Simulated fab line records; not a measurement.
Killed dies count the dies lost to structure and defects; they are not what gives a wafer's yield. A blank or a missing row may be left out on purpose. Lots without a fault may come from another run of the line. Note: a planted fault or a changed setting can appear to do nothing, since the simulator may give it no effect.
Which tool is to blame? + flow gf180mcu + Sampling: 12 lots, 36 wafers, 3 of 602 route steps

## WHAT THE GAUGES READ, wafer by wafer
GF_V5_THK_MEAS_25: measures by xrf. Usual: V5_W_THK gives 356 nm (standard deviation 7.1).
| lot  | measured     | on            | V5_W_THK (nm) | flag |
|------|--------------|---------------|---------------|------|
| L883 | day 27 06:38 | film-metro-04 | 344 347 338   |      |
| L884 | day 27 17:30 | film-metro-03 | 355 349 352   |      |
| L886 | day 28 04:47 | film-metro-04 | 360 359 351   |      |
| L887 | day 28 09:30 | film-metro-04 | 369 371 368   |      |
| L892 | day 30 00:40 | film-metro-04 | 353 368 369   |      |
| L893 | day 30 08:25 | film-metro-04 | 370 365 364   |      |
| L894 | day 30 12:56 | film-metro-04 | 347 351 349   |      |
| L896 | day 31 06:19 | film-metro-04 | 353 353 348   |      |
| L901 | day 32 11:31 | film-metro-01 | 360 366 360   |      |
| L902 | day 32 18:16 | film-metro-03 | 358 354 355   |      |
| L904 | day 33 06:14 | film-metro-03 | 358 346 346   |      |
| L906 | day 33 14:19 | film-metro-01 | 350 351 352   |      |

## EACH LOT AND THE TOOL THAT RAN IT (in order: tool; ch and the chambers of the sampled wafers; start)
| lot  | GF_M1_STRIP_17                       | GF_V5_ETCH_16                      |
|------|--------------------------------------|------------------------------------|
| L883 | plasma-asher-01 ch 0,1, day 17 03:31 | rie-diel-03 ch 1,2, day 27 05:27   |
| L884 | plasma-asher-03 ch 0,1, day 17 15:41 | rie-diel-02 ch 1,3, day 27 16:24   |
| L886 | plasma-asher-03 ch 0,1, day 18 05:05 | rie-diel-02 ch 1,2, day 28 03:38   |
| L887 | plasma-asher-04 ch 0,1, day 18 12:20 | rie-diel-01 ch 1,2,3, day 28 08:22 |
| L892 | plasma-asher-03 ch 0,1, day 20 11:15 | rie-diel-01 ch 0,2,3, day 29 23:39 |
| L893 | plasma-asher-03 ch 0, day 20 22:26   | rie-diel-03 ch 2,3, day 30 07:23   |
| L894 | plasma-asher-03 ch 0,1, day 21 05:56 | rie-diel-03 ch 0,2,3, day 30 11:54 |
| L896 | plasma-asher-01 ch 0,1, day 22 00:50 | rie-diel-01 ch 0,2,3, day 31 05:15 |
| L901 | plasma-asher-01 ch 0,1, day 23 15:56 | rie-diel-03 ch 0,3, day 32 10:27   |
| L902 | plasma-asher-03 ch 0,1, day 24 02:07 | rie-diel-03 ch 0,2, day 32 17:08   |
| L904 | plasma-asher-03 ch 0,1, day 24 18:17 | rie-diel-02 ch 0,2, day 33 05:11   |
| L906 | plasma-asher-01 ch 0,1, day 25 05:32 | rie-diel-02 ch 1,2, day 33 13:17   |
- GF_M1_STRIP_17: strips in O2/N2.
- GF_V5_ETCH_16: etches BARC in N2/H2.

## AS READ BY THE TOOLS THEMSELVES (means over the sampled wafers that have a number; for cases with no such wafer, the mark the record gives instead)
GF_M1_STRIP_17. Usual: drypump-motor-current-A 5.6 A, standard deviation 0.58; heater-power-w 363 W, standard deviation 42; oes-product-au 0.539 a.u., standard deviation 0.0051; strip-time-to-endpoint-s 7.42 s, standard deviation 0.056.
| lot  | tool            | drypump-motor-current-A (A) | heater-power-w (W) | oes-product-au (a.u.) | strip-time-to-endpoint-s (s) | flag |
|------|-----------------|-----------------------------|--------------------|-----------------------|------------------------------|------|
| L883 | plasma-asher-01 | 6.2                         | 371                | 0.538                 | 7.42                         |      |
| L884 | plasma-asher-03 | 5.0                         | 395                | 0.538                 | 7.38                         |      |
| L886 | plasma-asher-03 | 5.0                         | 390                | 0.540                 | 7.45                         |      |
| L887 | plasma-asher-04 | 5.7                         | 331                | 0.537                 | 7.35                         |      |
| L892 | plasma-asher-03 | 5.0                         | 390                | 0.544                 | 7.42                         |      |
| L893 | plasma-asher-03 | 4.7                         | 427                | 0.536                 | 7.37                         |      |
| L894 | plasma-asher-03 | 5.4                         | 352                | 0.544                 | 7.48                         |      |
| L896 | plasma-asher-01 | 6.2                         | 364                | 0.539                 | 7.46                         |      |
| L901 | plasma-asher-01 | 6.0                         | 360                | 0.539                 | 7.46                         |      |
| L902 | plasma-asher-03 | 5.0                         | 394                | 0.545                 | 7.49                         |      |
| L904 | plasma-asher-03 | 5.4                         | 352                | 0.544                 | 7.41                         |      |
| L906 | plasma-asher-01 | 6.2                         | 372                | 0.539                 | 7.43                         |      |

GF_V5_ETCH_16. Usual: bias-w 100.0 W, standard deviation 0.33; drypump-motor-current-A 5.7 A, standard deviation 0.56; oes-product-au 0.856 a.u., standard deviation 0.0047; throttle-valve-pct 13.225 %, standard deviation 0.0097.
| lot  | tool        | bias-w (W) | drypump-motor-current-A (A) | oes-product-au (a.u.) | throttle-valve-pct (%) | flag |
|------|-------------|------------|-----------------------------|-----------------------|------------------------|------|
| L883 | rie-diel-03 | 100.5      | 4.9                         | 0.860                 | 13.224                 |      |
| L884 | rie-diel-02 | 99.6       | 6.0                         | 0.859                 | 13.222                 |      |
| L886 | rie-diel-02 | 99.7       | 5.9                         | 0.861                 | 13.220                 |      |
| L887 | rie-diel-01 | 99.9       | 5.9                         | 0.856                 | 13.220                 |      |
| L892 | rie-diel-01 | 100.0      | 6.1                         | 0.853                 | 13.223                 |      |
| L893 | rie-diel-03 | 100.2      | 4.9                         | 0.849                 | 13.222                 |      |
| L894 | rie-diel-03 | 99.8       | 5.4                         | 0.853                 | 13.229                 |      |
| L896 | rie-diel-01 | 99.5       | 6.1                         | 0.857                 | 13.221                 |      |
| L901 | rie-diel-03 | 100.0      | 5.6                         | 0.857                 | 13.229                 |      |
| L902 | rie-diel-03 | 100.4      | 5.2                         | 0.848                 | 13.230                 |      |
| L904 | rie-diel-02 | 100.2      | 5.8                         | 0.856                 | 13.225                 |      |
| L906 | rie-diel-02 | 99.7       | 5.9                         | 0.854                 | 13.218                 |      |

## THE ANSWER, worked out from the rows above alone
Rule: lot off if the mean of its wafers having a number is beyond 3 standard deviations from the usual mean. A lot without any number at a reading at which 4 lots or more have one is off too. The other lots that the step has rows for count as sound. Order of review: gauges by route order, followed by the tools' own readings, for which a lot's mean as printed above is used. The first step at which some lot is off is used, and at that step the reading that is off furthest; a lot without a number counts as furthest.
No lot is off on any of the readings shown, so nothing can be concluded from this.

## WHAT THE SIMULATOR HAD PUT IN
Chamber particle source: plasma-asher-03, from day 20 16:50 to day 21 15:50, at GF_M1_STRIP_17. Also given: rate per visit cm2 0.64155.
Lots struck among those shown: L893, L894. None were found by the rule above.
